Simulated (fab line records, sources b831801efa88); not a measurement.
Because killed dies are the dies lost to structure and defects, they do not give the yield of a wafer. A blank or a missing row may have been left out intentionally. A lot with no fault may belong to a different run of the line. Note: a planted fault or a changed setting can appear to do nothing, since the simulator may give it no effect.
Chamber matching + flow sky130 + rie diel-03 running SKY_PASSIVATION_ETCH_11: 4 sister chambers
The step etches the open film in CF4/O2, stops on AlCu, target depth 725 nm, time 161.1 s. 4 wafers are shown with their chamber, then 7 later ones without.

== WAFERS WITH THEIR CHAMBER ==
| wafer  | chamber | throttle valve pct (%) |
|--------|---------|------------------------|
| L222.2 | 2       | 5.976                  |
| L222.4 | 1       | 5.959                  |
| L227.1 | 0       | 5.948                  |
| L227.3 | 3       | 5.949                  |

== WAFERS MISSING THEIR CHAMBER ==
| wafer  | throttle valve pct (%) |
|--------|------------------------|
| L227.4 | 5.969                  |
| L230.2 | 5.974                  |
| L230.4 | 5.965                  |
| L230.5 | 5.950                  |
| L233.2 | 5.956                  |
| L233.3 | 5.967                  |
| L233.5 | 5.965                  |

== CHAMBER TAKEN BY EACH ==
| wafer  | from the rows above          | in truth                   |
|--------|------------------------------|----------------------------|
| L227.4 | can't be placed: 2 or 1      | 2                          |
| L230.2 | 2                            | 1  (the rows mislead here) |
| L230.4 | can't be placed: 1 or 2 or 3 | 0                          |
| L230.5 | can't be placed: 3 or 0 or 1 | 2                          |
| L233.2 | can't be placed: 1 or 3 or 0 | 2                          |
| L233.3 | can't be placed: 1 or 2 or 3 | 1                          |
| L233.5 | can't be placed: 1 or 2 or 3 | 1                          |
Correctly placed: 0 of 7. These rows do not allow placing 6 (true chamber among the candidates in 3). Number placed wrongly: 1.
How it was worked out, from the rows above alone: a wafer's distance from a chamber is the root of the sum, over the readings, of the square of ((its reading less the chamber's mean) divided by the reading's scatter). If the next closest chamber is less than 2 further off than the closest, the wafer can't be placed; otherwise it belongs to the closest. For every chamber, the mean is computed from those of its wafers that are shown. The scatter (one wafer shown for each chamber): square how far every hidden wafer sits from the nearest shown wafer, average those squares and take the square root.
